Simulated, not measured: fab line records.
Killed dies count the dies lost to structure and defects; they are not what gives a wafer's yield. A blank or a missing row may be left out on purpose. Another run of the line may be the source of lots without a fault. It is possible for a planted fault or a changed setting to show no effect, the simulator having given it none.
One fault seen from 2 desks | flow sky130 | every desk sees just its own numbers, and what lay behind them comes last

FOR THE TOOL OWNER'S DESK: rie-diel-04
The tool's own readings at SKY_FIELD_ISO_ETCH_14 (etches BARC in N2/H2, stops on SiO2, time 45.9 s, target depth 60 nm): means of the sampled wafers that have a number, for each lot that ran on this tool. A lot is out of limits, marked OUT, if its mean lies more than 4 standard deviations from the usual mean; the brackets give that distance.
Columns: A = drypump-motor-current-A at SKY_FIELD_ISO_ETCH_14, usual 5.7 A; B = oes-product-au at SKY_FIELD_ISO_ETCH_14, usual 0.855 a.u.; C = run-length-s at SKY_FIELD_ISO_ETCH_14, usual 74.1 s; D = throttle-valve-pct at SKY_FIELD_ISO_ETCH_14, usual 13.224 %
lot  | first seen here | A   | B                | C              | D
L914 | day 3 06:39     | 5.5 | 0.855            | 74.2           | 13.226
L915 | day 3 11:11     | 5.8 | 0.860            | 74.0           | 13.232
L916 | day 3 16:02     | 6.0 | 0.853            | 73.6           | 13.235
L920 | day 4 16:56     | 5.3 | 0.893 (+7.7) OUT | 64.7 (-20) OUT | 13.237
L923 | day 5 07:21     | 5.5 | 0.997 (+28) OUT  | 46.3 (-59) OUT | 13.238
This desk's finding: out of limits on L920, L923; first on L920, day 4 16:56 (oes-product-au at SKY_FIELD_ISO_ETCH_14). L914, L915, L916 stayed within limits.

METROLOGY DESK
What the gauges read, lot by lot, whatever tool the lot ran on: means of the sampled wafers that have a number. A lot is out of limits, marked OUT, if its mean lies more than 4 standard deviations from the usual mean; the brackets give that distance.
Columns: A = SD_P_OVL at SKY_SD_P_OVL_MEAS_08, usual 0.4 nm
lot  | first seen here | A
L909 | day 25 08:12    | 0.5
L912 | day 26 21:56    | -0.2
L913 | day 26 23:10    | 0.5
L914 | day 27 06:10    | 1.3
L915 | day 27 15:03    | 2.0
L916 | day 27 22:15    | 1.4
L917 | day 28 14:32    | 2.6
L920 | day 29 19:10    | -1.0
L927 | day 31 14:31    | 0.2
L928 | day 31 16:15    | -0.6
L929 | day 31 21:31    | 2.3
L930 | day 32 09:03    | 1.1
L932 | day 32 21:02    | -0.5
This desk found nothing out of limits on any of the 13 lots.

PUT TOGETHER
On L920, L923, at day 4 16:56, an alarm was possible from the tool owner's desk.
From the metrology desk's view, nothing was out of limits.
The metrology desk holds a record of L920, inside its limits.
The metrology desk has no number on record for L923.
All the named lots went through SKY_FIELD_ISO_ETCH_14 on rie-diel-04.

WHAT WAS PUT IN BY THE SIMULATOR
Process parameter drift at SKY_FIELD_ISO_ETCH_14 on rie-diel-04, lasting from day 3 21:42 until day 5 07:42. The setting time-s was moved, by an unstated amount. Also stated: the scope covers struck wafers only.
Lots struck among those shown: L920, L923.
Delay in hours, fault start to first out-of-limits reading, by desk: the tool owner's desk at 19.
